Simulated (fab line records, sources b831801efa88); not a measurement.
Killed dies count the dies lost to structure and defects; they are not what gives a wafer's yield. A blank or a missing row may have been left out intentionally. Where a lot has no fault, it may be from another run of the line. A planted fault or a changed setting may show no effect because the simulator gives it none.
Struck lot and sound lot, side by side :: flow sfq line :: 42 out of 325 route steps
Sound: wafers L577.1, L577.4, L577.6. Struck: wafer L581.3. (L581.1, L581.2 of the same lot were not struck and are left out.) The cause comes at the end.
Order at every step that has rows: each side's tool, ch and its chambers, its first start. Under that, the readings that differ: sound wafers :: struck wafers :: difference of the means :: sigmas: that difference in standard deviations of wafers without a fault.
alike: readings whose means differ by less than 2 such deviations, and words and numbers that are the same on both sides. not compared: withheld readings, readings that some wafer has no value for, bounds like >300 that may hide the same value, and numbers for which the record gives no deviation and whose values overlap.
A row with sigmas, a row that says differs or no value, or rows on one side alone: a step with any of these is where the two part. Numbers that have no deviation but don't overlap get no sigmas and don't part them. A reading that every wafer of one side lacks parts them only if that side has two wafers or more.

first, 6 steps without rows for these wafers: SFQ_TRILAYER_L0_VIA_LITHO_COAT_018 (resist thk 62 nm); SFQ_TRILAYER_L0_VIA_LITHO_COAT_013 (resist thk 650 nm); SFQ_TRILAYER_L0_VIA_LITHO_SOFTBAKE_017; SFQ_TRILAYER_L0_VIA_LITHO_EXPOSE_014 (exposes mask L0V, target cd 700 nm); SFQ_TRILAYER_L0_VIA_LITHO_PEB_016 (peb time 60 s); SFQ_TRILAYER_L0_VIA_LITHO_DEVELOP_015 (time 60 s).
SFQ_L0V_OVL_MEAS_903:
  struck on overlay-02, day 12 09:52; sound on overlay-01, day 10 23:04
  alike: L0V_OVL
SFQ_TRILAYER_L0_VIA_BARC_OPEN_VIA_ETCH_021: etches BARC in O2, target depth 125 nm, time 41.7 s.
  sound on rie diel-04 ch 1,2,3, day 10 23:06; struck on rie diel-02 ch 0, day 12 09:54
  alike: drypump motor current A, oes product au
  not compared: rf hours counter h
then, 1 step without rows for these wafers: SFQ_TRILAYER_L0_VIA_ETCH_VIA_ETCH_016 (etches SiO2 in CHF3, stops on MoNx KI, target depth 80 nm).
SFQ_TRILAYER_L0_VIA_STRIP_STRIP_017: strips in O2.
  sound on rie metal-01 ch 0,1, day 10 23:11; struck on rie metal-01 ch 1, day 12 09:59
  alike: drypump motor current A, oes product au
  not compared: rf hours counter h
then, 2 steps without rows for these wafers: SFQ_TRILAYER_L0_VIA_STRIP_SOLV_CLEAN_018 (cleans in NMP, time 600 s); SFQ_TRILAYER_M0_DEP_PRE_CLEAN_020 (time 15 s).
SFQ_TRILAYER_M0_DEP_SPUTTER_019: material Nb, target thk 200 nm, time 133.3 s.
  struck on pvd sputter-05, day 12 10:48; sound on pvd sputter-04, day 10 23:59
reading: substrate temp c (C)
sound: 20.03 20.08 19.97
struck: 20.23
difference: +0.20
sigmas: +2

reading: model.Nb_of_TRILAYER_M0_DEP_SPUTTER_019.thk nm (nm)
sound: 198.2 198.5 197
struck: 155
difference: -43
sigmas: 
  alike: throttle valve pct
SFQ_M0_RS_MEAS_904: measurement is done with a four-point probe.
  struck on film metro-02, day 12 10:53; sound on film metro-02, day 11 00:04
reading: M0_NB_RS (ohm/sq)
sound: 0.897 0.899 0.903
struck: 1.151
difference: +0.251
sigmas: +31
then, 6 steps without rows for these wafers: SFQ_TRILAYER_M0_LITHO_COAT_026 (resist thk 62 nm); SFQ_TRILAYER_M0_LITHO_COAT_021 (resist thk 600 nm); SFQ_TRILAYER_M0_LITHO_SOFTBAKE_025; SFQ_TRILAYER_M0_LITHO_EXPOSE_022 (exposes mask M0, target cd 500 nm); SFQ_TRILAYER_M0_LITHO_PEB_024 (peb time 60 s); SFQ_TRILAYER_M0_LITHO_DEVELOP_023 (time 60 s).
-- the record jumps here: 5 days lie between the struck wafers' starts before and after --
SFQ_M0_OVL_MEAS_906:
  struck on overlay-02, day 17 13:47; sound on overlay-02, day 15 14:44
  alike: M0_OVL
then, 1 step without rows for these wafers: SFQ_TRILAYER_M0_BARC_OPEN_METAL_ETCH_031 (etches BARC in O2, target depth 125 nm, time 41.7 s).
SFQ_TRILAYER_M0_ETCH_METAL_ETCH_024: etches Nb in Cl2/Ar, stops on SiO2, target depth 240 nm, time 120 s.
  sound on rie metal-04 ch 0,1, day 15 14:50; struck on rie metal-03 ch 1, day 17 13:53
reading: oes product au (a.u.)
sound: 0.883 0.896 0.883
struck: 0.783
difference: -0.104
sigmas: -17
  alike: drypump motor current A
  not compared: rf hours counter h
then, 3 steps without rows for these wafers: SFQ_TRILAYER_M0_STRIP_STRIP_025 (strips in O2); SFQ_TRILAYER_M0_STRIP_SOLV_CLEAN_026 (cleans in NMP, time 600 s); SFQ_TRILAYER_I0_DEP_PECVD_027 (deposits SiO2 from SiH4/N2O, time 111.11 s, target thk 500 nm).
SFQ_TRILAYER_I0_CMP_CMP_028: polishes SiO2.
  sound on cmp-02 ch 1,2,3, day 15 17:31; struck on cmp-02 ch 2, day 17 15:22
  alike: motor current A, time to endpoint s
SFQ_I0_BOW_MEAS_907:
  struck on film metro-04, day 17 17:52; sound on film metro-04, day 15 20:01
  alike: I0_BOW
then, 7 steps without rows for these wafers: SFQ_TRILAYER_I0_METRO_MEASURE_029; SFQ_TRILAYER_I0_VIA_LITHO_COAT_036 (resist thk 62 nm); SFQ_TRILAYER_I0_VIA_LITHO_COAT_031 (resist thk 650 nm); SFQ_TRILAYER_I0_VIA_LITHO_SOFTBAKE_035; SFQ_TRILAYER_I0_VIA_LITHO_EXPOSE_032 (exposes mask I0, target cd 500 nm); SFQ_TRILAYER_I0_VIA_LITHO_PEB_034 (peb time 60 s); SFQ_TRILAYER_I0_VIA_LITHO_DEVELOP_033 (time 60 s).
-- the record jumps here: 7 days lie between the struck wafers' starts before and after --
SFQ_I0_OVL_MEAS_908:
  struck on overlay-02, day 24 15:53; sound on overlay-01, day 22 03:47
  alike: I0_OVL
then, 1 step without rows for these wafers: SFQ_TRILAYER_I0_VIA_BARC_OPEN_VIA_ETCH_046 (etches BARC in O2, target depth 125 nm, time 41.7 s).
SFQ_TRILAYER_I0_VIA_ETCH_VIA_ETCH_034: etches SiO2 in CHF3, stops on Nb, target depth 260 nm.
  sound on rie diel-03 ch 1,3, day 22 03:52; struck on rie diel-01 ch 1, day 24 15:58
reading: drypump motor current A (A)
sound: 4.9 5.7 4.9
struck: 6.2
difference: +1.0
sigmas: +2
  alike: oes product au
SFQ_TRILAYER_I0_VIA_STRIP_STRIP_035: strips in O2.
  sound on rie metal-01 ch 0,1, day 22 03:59; struck on rie metal-01 ch 0, day 24 16:05
  alike: drypump motor current A, oes product au
  not compared: rf hours counter h
then, 2 steps without rows for these wafers: SFQ_TRILAYER_I0_VIA_STRIP_SOLV_CLEAN_036 (cleans in NMP, time 600 s); SFQ_TRILAYER_M1_DEP_PRE_CLEAN_038 (time 22.5 s).
-- the record jumps here: 68 days lie between the struck wafers' starts before and after --
SFQ_M8_BOW_MEAS_951:
  struck on film metro-03, day 93 00:43; sound on film metro-02, day 91 05:25
reading: M8_BOW (um)
sound: -3 -11 -10
struck: 20
difference: +28
sigmas: +2

reading: model.etest.m0.ohm um
sound: 1.798 1.798 1.807
struck: 2.294
difference: +0.493
sigmas: 

reading: model.etest.i0.link ohm
sound: 1.961 1.968 1.977
struck: 2.218
difference: +0.249
sigmas: 

reading: model.etest.m0.ohm sq
sound: 0.8976 0.8965 0.9032
struck: 1.148
difference: +0.249
sigmas: 

WHERE THEY PART
Earliest at SFQ_TRILAYER_M0_DEP_SPUTTER_019; latest, in this record, at SFQ_M8_BOW_MEAS_951.

WHY: what the simulator had put in
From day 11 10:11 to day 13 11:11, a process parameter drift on pvd sputter-05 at SFQ_TRILAYER_M0_DEP_SPUTTER_019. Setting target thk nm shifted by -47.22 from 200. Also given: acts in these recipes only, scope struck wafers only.
